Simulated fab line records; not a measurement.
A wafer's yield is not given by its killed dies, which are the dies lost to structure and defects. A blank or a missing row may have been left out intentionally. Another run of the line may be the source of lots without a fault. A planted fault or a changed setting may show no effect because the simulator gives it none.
2 desks, one fault :: flow gf180mcu :: each desk has only its own numbers; what lay behind them comes last

== TOOL OWNER'S DESK, pvd-sputter-04 ==
The tool's own readings at GF_M2_SPUTTER_03 (material Ti, target thk 10 nm, time 6.7 s): means of the sampled wafers that have a number, for each lot that ran on this tool. Marked OUT: a lot whose mean sits more than 4 standard deviations from the usual mean, which makes it out of limits; the brackets give that distance.
Columns: A = throttle-valve-pct at GF_M2_SPUTTER_03, usual 30.2 %
lot: L305
first seen here: day 21 14:53
A: 30.2

lot: L307
first seen here: day 21 22:50
A: 29.8

lot: L308
first seen here: day 22 14:39
A: 30.6

lot: L318
first seen here: day 25 16:58
A: 30.1

lot: L319
first seen here: day 25 19:01
A: 29.7

lot: L320
first seen here: day 25 23:05
A: 30.1
This desk's finding: nothing out of limits on any of the 6 lots.

== AT THE METROLOGY DESK ==
Means of the sampled wafers that have a number, per lot and without regard to the tool the lot ran on: this is what the gauges read. Marked OUT: a lot whose mean sits more than 4 standard deviations from the usual mean, which makes it out of limits; the brackets give that distance.
Columns: A = V1_W_RS at GF_V1_RS_MEAS_24, usual 0.327 ohm/sq; B = V1_W_THK at GF_V1_THK_MEAS_25, usual 360 nm
lot: L306
first seen here: day 21 09:23
A: 0.323
B: 357

lot: L305
first seen here: day 21 14:16
A: 0.332
B: 346

lot: L307
first seen here: day 21 22:13
A: 0.327
B: 354

lot: L308
first seen here: day 22 14:02
A: 0.332
B: 353

lot: L318
first seen here: day 25 16:19
A: 0.329
B: 358

lot: L319
first seen here: day 25 18:11
A: 0.330
B: 357

lot: L320
first seen here: day 25 22:20
A: 0.328
B: 363
This desk's finding: nothing out of limits on any of the 7 lots.

== ALL TOGETHER ==
The tool owner's desk saw nothing out of limits.
The metrology desk saw nothing out of limits.

== WHAT THE SIMULATOR HAD PUT IN ==
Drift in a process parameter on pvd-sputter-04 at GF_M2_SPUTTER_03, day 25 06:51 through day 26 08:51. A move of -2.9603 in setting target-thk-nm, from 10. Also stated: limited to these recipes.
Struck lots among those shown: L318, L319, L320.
